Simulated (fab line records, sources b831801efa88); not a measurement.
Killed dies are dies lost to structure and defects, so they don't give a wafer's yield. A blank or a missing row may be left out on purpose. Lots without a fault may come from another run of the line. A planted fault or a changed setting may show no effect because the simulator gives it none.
Which tool did it? | flow sfq_line | 14 lots, 42 wafers sampled, at 6 steps of a route of 325

WHAT THE GAUGES READ, wafer by wafer
SFQ_M1_RS_MEAS_909: measures by four-point-probe.
lot  | measured     | on            | M1_NB_RS (ohm/sq)
L539 | day 17 05:16 | film_metro-03 | 0.897 0.890 0.895
L540 | day 17 19:20 | film_metro-04 | 0.899 0.889 0.882
L541 | day 18 21:26 | film_metro-01 | 0.891 0.886 0.892
L545 | day 20 05:50 | film_metro-01 | 0.897 0.890 0.899
L550 | day 23 04:59 | film_metro-01 | 0.883 0.504 0.871
L551 | day 23 09:47 | film_metro-03 | 0.892 0.884 0.508
L553 | day 24 00:12 | film_metro-03 | 0.874 0.873 0.884
L554 | day 24 13:22 | film_metro-04 | 0.880 0.880 0.877
L555 | day 25 05:13 | film_metro-04 | 0.890 0.892 0.889
L558 | day 25 23:14 | film_metro-01 | 0.873 0.899 0.879
L559 | day 26 07:35 | film_metro-04 | 0.901 0.900 0.874
L560 | day 26 16:01 | film_metro-03 | 0.883 0.872 0.883
L561 | day 26 23:13 | film_metro-01 | 0.906 0.880 0.881
L562 | day 27 10:13 | film_metro-03 | 0.867 0.890 0.906

SFQ_I1_OVL_MEAS_913.
lot  | measured     | on         | I1_OVL (nm)
L539 | day 24 06:17 | overlay-02 | -7 -4 -5
L540 | day 24 15:02 | overlay-02 | 2 -4 1
L541 | day 26 16:11 | overlay-02 | 6 1 3
L545 | day 33 01:47 | overlay-01 | 1 2 5
L550 | day 35 03:07 | overlay-02 | -3 -5 -4
L551 | day 35 07:43 | overlay-02 | 4 2 1
L553 | day 35 18:46 | overlay-02 | -4 -6 0
L554 | day 36 04:59 | overlay-02 | -11 -7 -10
L555 | day 36 20:43 | overlay-02 | 4 -5 2
L558 | day 37 20:43 | overlay-02 | 14 15 3
L559 | day 38 05:07 | overlay-02 | 4 3 4
L560 | day 38 17:07 | overlay-01 | 4 4 2
L561 | day 38 20:43 | overlay-01 | 6 5 12
L562 | day 39 08:58 | overlay-01 | 8 2 8

WHICH TOOL RAN EACH LOT (tool, then ch and the chambers of the sampled wafers, then the start)
lot  | SFQ_TRILAYER_L0_ETCH_METAL_ETCH_008 | SFQ_TRILAYER_M1_DEP_SPUTTER_037 | SFQ_TRILAYER_M1_ETCH_METAL_ETCH_042 | SFQ_TRILAYER_M1_STRIP_STRIP_043
L539 | rie_metal-04 ch 0,1, day 4 07:07    | pvd_sputter-03, day 17 05:07    | rie_metal-03 ch 0,1, day 17 08:14   | rie_metal-03 ch 0,1, day 17 08:31
L540 | rie_metal-03 ch 0,1, day 4 13:05    | pvd_sputter-03, day 17 19:14    | rie_metal-01 ch 1, day 17 22:02     | rie_metal-01 ch 1, day 17 22:17
L541 | rie_metal-03 ch 0,1, day 4 21:29    | pvd_sputter-05, day 18 21:20    | rie_metal-04 ch 1, day 25 18:40     | rie_metal-04 ch 1, day 25 18:55
L545 | rie_metal-04 ch 0,1, day 5 22:58    | pvd_sputter-03, day 20 05:44    | rie_metal-04 ch 0,1, day 26 17:24   | rie_metal-04 ch 0,1, day 26 17:32
L550 | rie_metal-01 ch 0,1, day 7 03:41    | pvd_sputter-05, day 23 04:52    | rie_metal-03 ch 0,1, day 28 19:29   | rie_metal-03 ch 0,1, day 28 19:37
L551 | rie_metal-01 ch 0, day 7 08:29      | pvd_sputter-05, day 23 09:40    | rie_metal-03 ch 0,1, day 29 02:55   | rie_metal-03 ch 0,1, day 29 03:02
L553 | rie_metal-01 ch 0,1, day 7 18:06    | pvd_sputter-04, day 24 00:04    | rie_metal-03 ch 0,1, day 29 13:46   | rie_metal-03 ch 0,1, day 29 14:02
L554 | rie_metal-03 ch 0,1, day 8 02:02    | pvd_sputter-03, day 24 13:16    | rie_metal-03 ch 0,1, day 30 02:55   | rie_metal-03 ch 0,1, day 30 03:02
L555 | rie_metal-04 ch 1, day 8 06:50      | pvd_sputter-03, day 25 05:06    | rie_metal-01 ch 0,1, day 30 18:31   | rie_metal-01 ch 0,1, day 30 18:38
L558 | rie_metal-03 ch 0,1, day 9 05:46    | pvd_sputter-04, day 25 23:06    | rie_metal-03 ch 0,1, day 31 20:58   | rie_metal-03 ch 0,1, day 31 21:14
L559 | rie_metal-04 ch 0,1, day 9 11:46    | pvd_sputter-04, day 26 07:30    | rie_metal-03 ch 0,1, day 32 06:31   | rie_metal-03 ch 0,1, day 32 06:38
L560 | rie_metal-04 ch 0,1, day 9 20:10    | pvd_sputter-05, day 26 15:54    | rie_metal-04 ch 0, day 32 15:05     | rie_metal-04 ch 0, day 32 15:13
L561 | rie_metal-04 ch 0,1, day 10 03:52   | pvd_sputter-04, day 26 23:06    | rie_metal-04 ch 0,1, day 32 19:53   | rie_metal-04 ch 0,1, day 32 20:01
L562 | rie_metal-04 ch 0,1, day 10 08:40   | pvd_sputter-04, day 27 10:07    | rie_metal-03 ch 0,1, day 33 06:41   | rie_metal-03 ch 0,1, day 33 06:49
- SFQ_TRILAYER_L0_ETCH_METAL_ETCH_008: etches MoNx KI in SF6/O2, stops on SiO2, target depth 50 nm, time 25 s.
- SFQ_TRILAYER_M1_DEP_SPUTTER_037: material Nb, target thk 200 nm, time 133.3 s.
- SFQ_TRILAYER_M1_ETCH_METAL_ETCH_042: etches Nb in Cl2/Ar, stops on SiO2, target depth 240 nm, time 120 s.
- SFQ_TRILAYER_M1_STRIP_STRIP_043: strips in O2.

WHAT THE TOOLS THEMSELVES READ (means of the sampled wafers that have a number; where no wafer has one, the mark that the record gives instead)
SFQ_TRILAYER_L0_ETCH_METAL_ETCH_008.
lot  | tool         | drypump_motor_current_A (A) | oes_product_au (a.u.)
L539 | rie_metal-04 | 5.6                         | 0.878
L540 | rie_metal-03 | 5.3                         | 0.874
L541 | rie_metal-03 | 5.2                         | 0.876
L545 | rie_metal-04 | 5.6                         | 0.875
L550 | rie_metal-01 | 5.7                         | 0.878
L551 | rie_metal-01 | 5.2                         | 0.870
L553 | rie_metal-01 | 5.7                         | 0.866
L554 | rie_metal-03 | 5.2                         | 0.877
L555 | rie_metal-04 | 5.6                         | 0.872
L558 | rie_metal-03 | 5.7                         | 0.863
L559 | rie_metal-04 | 5.6                         | 0.864
L560 | rie_metal-04 | 5.6                         | 0.877
L561 | rie_metal-04 | 5.6                         | 0.873
L562 | rie_metal-04 | 5.6                         | 0.877

SFQ_TRILAYER_M1_DEP_SPUTTER_037.
lot  | tool           | throttle_valve_pct (%)
L539 | pvd_sputter-03 | 30.5
L540 | pvd_sputter-03 | 30.6
L541 | pvd_sputter-05 | 29.7
L545 | pvd_sputter-03 | 30.3
L550 | pvd_sputter-05 | 29.5
L551 | pvd_sputter-05 | 30.3
L553 | pvd_sputter-04 | 30.2
L554 | pvd_sputter-03 | 30.8
L555 | pvd_sputter-03 | 30.3
L558 | pvd_sputter-04 | 29.1
L559 | pvd_sputter-04 | 29.2
L560 | pvd_sputter-05 | 29.6
L561 | pvd_sputter-04 | 29.9
L562 | pvd_sputter-04 | 29.8

SFQ_TRILAYER_M1_ETCH_METAL_ETCH_042.
lot  | tool         | drypump_motor_current_A (A) | oes_product_au (a.u.)
L539 | rie_metal-03 | 5.2                         | 0.890
L540 | rie_metal-01 | 6.0                         | 0.893
L541 | rie_metal-04 | 5.7                         | 0.889
L545 | rie_metal-04 | 5.6                         | 0.892
L550 | rie_metal-03 | 5.2                         | 0.936
L551 | rie_metal-03 | 5.7                         | 0.931
L553 | rie_metal-03 | 5.7                         | 0.896
L554 | rie_metal-03 | 5.2                         | 0.905
L555 | rie_metal-01 | 5.5                         | 0.899
L558 | rie_metal-03 | 5.3                         | 0.900
L559 | rie_metal-03 | 5.3                         | 0.894
L560 | rie_metal-04 | 5.6                         | 0.897
L561 | rie_metal-04 | 5.7                         | 0.891
L562 | rie_metal-03 | 5.3                         | 0.896

SFQ_TRILAYER_M1_STRIP_STRIP_043.
lot  | tool         | drypump_motor_current_A (A) | oes_product_au (a.u.)
L539 | rie_metal-03 | 5.2                         | 1.010
L540 | rie_metal-01 | 6.0                         | 0.988
L541 | rie_metal-04 | 5.7                         | 1.005
L545 | rie_metal-04 | 5.6                         | 1.010
L550 | rie_metal-03 | 5.2                         | 1.013
L551 | rie_metal-03 | 5.7                         | 1.007
L553 | rie_metal-03 | 5.7                         | 0.994
L554 | rie_metal-03 | 5.3                         | 1.011
L555 | rie_metal-01 | 5.5                         | 0.994
L558 | rie_metal-03 | 5.2                         | 1.005
L559 | rie_metal-03 | 5.3                         | 0.999
L560 | rie_metal-04 | 5.6                         | 0.996
L561 | rie_metal-04 | 5.6                         | 0.989
L562 | rie_metal-03 | 5.3                         | 0.996

THE ANSWER, worked out from the rows above alone
Rule: what is usual is taken from the lots themselves. Put in order of their means at a reading, lots are off if they are a third of the lots or fewer, leave a main group of 4 or more, and stand apart from it by a gap of 3 or more times the standard deviation of the main group's means; of several such gaps the widest counts. A main group whose means are all the same, to the digits that the tables above print for the reading, isn't used. A lot without any number at a reading at which 4 lots or more have one is off too. The other lots that the step has rows for count as sound. The gauges are gone through in route order, then the tools' own readings, and for those a lot's mean is taken as printed above. The first step at which some lot is off is used, and at that step the reading that is off furthest; a lot without a number counts as furthest.
Off: L550, L551, at SFQ_M1_RS_MEAS_909 (M1_NB_RS). The main group: mean 0.887 ohm/sq, standard deviation 0.0058.
A tool fits if, at a process step before that reading, it ran every lot that is off, and no sound lot after the first of them. The gauges at SFQ_M1_RS_MEAS_909 aren't tried: what is off there is off at SFQ_TRILAYER_M1_ETCH_METAL_ETCH_042 too, on other tools, and a gauge's error can't cause that. None of those tried fits.

WHAT THE SIMULATOR HAD PUT IN
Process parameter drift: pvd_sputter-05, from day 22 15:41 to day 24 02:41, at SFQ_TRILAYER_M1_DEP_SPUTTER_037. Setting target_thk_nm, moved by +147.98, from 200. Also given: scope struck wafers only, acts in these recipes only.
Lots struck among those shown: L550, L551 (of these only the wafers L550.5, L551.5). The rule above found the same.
